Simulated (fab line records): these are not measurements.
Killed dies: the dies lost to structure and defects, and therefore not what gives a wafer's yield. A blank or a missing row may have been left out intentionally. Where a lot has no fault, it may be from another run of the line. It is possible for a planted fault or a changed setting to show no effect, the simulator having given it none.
Chamber matching    flow sfq_line    4 sister chambers for SFQ_TRILAYER_I5_ETCH_VIA_ETCH_147 on rie_diel-03
The step etches the open film in CHF3, stops on Nb, target depth 360 nm. 8 wafers are shown with their chamber, then 7 later ones without.

## WAFERS, EACH WITH ITS CHAMBER
wafer   chamber  drypump_motor_current_A (A)  oes_product_au (a.u.)
L763.5  2        6.2                          0.994
L763.6  3        6.2                          0.987
L766.1  3        6.2                          0.983
L767.1  0        6.7                          0.987
L767.3  1        6.2                          0.993
L767.5  2        6.3                          0.996
L776.2  0        6.7                          0.985
L776.4  1        6.2                          0.992

## WAFERS WITH NO CHAMBER GIVEN
wafer   drypump_motor_current_A (A)  oes_product_au (a.u.)
L776.6  6.3                          0.989
L780.1  6.2                          0.995
L780.2  6.7                          0.985
L780.3  6.3                          0.986
L782.3  6.3                          0.989
L782.5  6.3                          0.988
L782.6  6.2                          0.991

## WHICH CHAMBER EACH WENT THROUGH
wafer   from the rows above           in truth
L776.6  can't be placed: 1 or 3 or 2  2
L780.1  can't be placed: 2 or 1       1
L780.2  0                             0
L780.3  can't be placed: 3 or 1       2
L782.3  can't be placed: 1 or 3 or 2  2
L782.5  can't be placed: 3 or 1 or 2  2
L782.6  can't be placed: 1 or 2       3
Correct placement for 1 of the 7. These rows do not allow placing 6 (true chamber among the candidates in 4). 0 placed wrongly.
How it was worked out, from the rows above alone: a wafer's distance from a chamber is the root of the sum, over the readings, of the square of ((its reading less the chamber's mean) divided by the reading's scatter). The wafer belongs to the nearest chamber; if the next one is less than 2 further off, it can't be placed. Each chamber's mean is taken over the wafers shown for it. How the scatter is found: for the shown wafers, subtract from each reading the mean of its chamber, square and add these, divide the total by (wafers less chambers), then take the root.
